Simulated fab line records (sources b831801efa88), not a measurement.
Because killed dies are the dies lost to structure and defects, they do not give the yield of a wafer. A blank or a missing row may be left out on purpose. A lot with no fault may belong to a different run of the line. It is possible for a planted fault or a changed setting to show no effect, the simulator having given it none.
Problem report in the 8D (eight disciplines) form, filled by code + flow sky130 + the parts of the form that need people (team, actions taken, sign-off) are left out

1. THE ISSUE
time_to_endpoint_s at SKY_VIA2_CMP_24 reads a mean of 56 s on 6 wafers of 2 lots; wafers without a fault read 104 s with a standard deviation of 3.8. Relative to the usual mean, that is a shift of -13 standard deviations.
The step: polishes, stops on SiO2, t overpolish 20 s, target thk 0 nm.
Earliest sighting: wafer L624.2 on cmp-02 at day 39 19:30. At this step, 18 wafers from 6 lots have a number in the record. Rule for "out" (also "out of limits"): further than 4 standard deviations from the usual mean. The other wafers with a number count as sound.

2. WHAT THIS IS AND IS NOT
| question                    | is                     | is not                                                                         |
|-----------------------------|------------------------|--------------------------------------------------------------------------------|
| which readings at this step | time_to_endpoint_s     | motor_current_A, overpolish_run_s                                              |
| which lots                  | L624, L625             | L616, L631, L633, L635                                                         |
| which wafers of those lots  | all that have a number | -                                                                              |
| read on which tools         | cmp-02                 | cmp-01                                                                         |
| when                        | from day 39 19:30      | up to then (3 sound wafers); but 9 sound wafers of L631, L633, L635 came after |

3. WHAT RULES OUT EACH SUSPECT
Counting: a tool at any process step up to the reading remains a suspect when it ran all the lots that are out and ran no sound lot after the first of those.
- cmp-02 at SKY_VIA2_CMP_24 (polishes, stops on SiO2, t overpolish 20 s, target thk 0 nm): kept. Every lot that is out went through it, starting with L624 (day 39 19:30), and after that it ran no sound lot; the last sound lot it ran before then is L616 (day 37 10:39). Out on those wafers are its own readings of time_to_endpoint_s.
Left after counting: cmp-02 at SKY_VIA2_CMP_24.

4. THE CAUSE (what the simulator had put in)
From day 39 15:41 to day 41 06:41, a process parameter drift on cmp-02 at SKY_VIA2_CMP_24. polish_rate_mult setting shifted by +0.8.
This tool alone remained once counting was done.

5. THE CHAIN OF EFFECTS, in route order
Each row: a reading where the mean over the struck wafers with a number is more than 3 standard deviations away from the usual. Only readings for which the record gives a usual standard deviation are gone through. hours: the time from each lot's start at the first step in this table that gives one to its start at this step, as a median over the lots. sigmas: the change in usual standard deviations.
| hours | step            | reading            | usual | on struck wafers | change | sigmas |
|-------|-----------------|--------------------|-------|------------------|--------|--------|
| 0     | SKY_VIA2_CMP_24 | time_to_endpoint_s | 104 s | 56               | -48    | -13    |
Process steps it contains:
- SKY_VIA2_CMP_24: polishes, stops on SiO2, t overpolish 20 s, target thk 0 nm.
At these later measuring or inspecting steps, every struck wafer for which the step has a row has a number for every such reading, and none has moved that far: SKY_CAPM_THK_MEAS_01, SKY_CAPM_RS_MEAS_03, SKY_CAPM_THK_MEAS_04, SKY_CAPM_OVL_MEAS_12.

6. WHAT WOULD HAVE CAUGHT IT SOONER
4 hours passed between the start of the fault at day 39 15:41 and the first reading out of limits in this record, taken at day 39 19:30.
